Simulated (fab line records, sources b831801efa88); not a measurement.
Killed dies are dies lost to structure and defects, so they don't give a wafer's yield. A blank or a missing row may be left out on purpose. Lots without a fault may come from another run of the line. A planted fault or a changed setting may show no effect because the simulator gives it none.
Chamber matching | flow gf180mcu | GF_CONTACT_CVD_00 on hdpcvd-01: 3 sister chambers
The step deposits SiO2, target thk 300 nm, time 50 s. 6 wafers are shown with their chamber, then 8 later ones without.

WAFERS WITH THEIR CHAMBER
wafer  | chamber | sih4_flow_sccm (sccm)
L515.6 | 2       | 59.68
L518.2 | 0       | 59.86
L518.6 | 1       | 60.03
L522.1 | 0       | 59.98
L522.2 | 1       | 60.08
L522.6 | 2       | 59.91

WAFERS WITHOUT THEIR CHAMBER
wafer  | sih4_flow_sccm (sccm)
L523.1 | 60.13
L523.4 | 59.89
L523.5 | 59.93
L525.1 | 60.02
L525.4 | 60.01
L525.5 | 60.12
L528.4 | 60.06
L529.3 | 59.74

WHICH CHAMBER EACH WENT THROUGH
wafer  | from the rows above          | in truth
L523.1 | can't be placed: 1 or 0      | 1
L523.4 | can't be placed: 0 or 2 or 1 | 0
L523.5 | can't be placed: 0 or 1 or 2 | 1
L525.1 | can't be placed: 1 or 0 or 2 | 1
L525.4 | can't be placed: 1 or 0 or 2 | 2
L525.5 | can't be placed: 1 or 0      | 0
L528.4 | can't be placed: 1 or 0      | 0
L529.3 | can't be placed: 2 or 0      | 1
Placed correctly: 0 of 8. Can't be placed from these rows: 8 (the true chamber is among the candidates in 7). Placed wrongly: 0.
How it was worked out, from the rows above alone: a wafer's distance from a chamber is the root of the sum, over the readings, of the square of ((its reading less the chamber's mean) divided by the reading's scatter). The wafer belongs to the nearest chamber; if the next one is less than 2 further off, it can't be placed. A chamber's mean is the mean of its shown wafers. The scatter: the root of (the sum of the squares of (reading less its chamber's mean) over the shown wafers, divided by (wafers less chambers)).
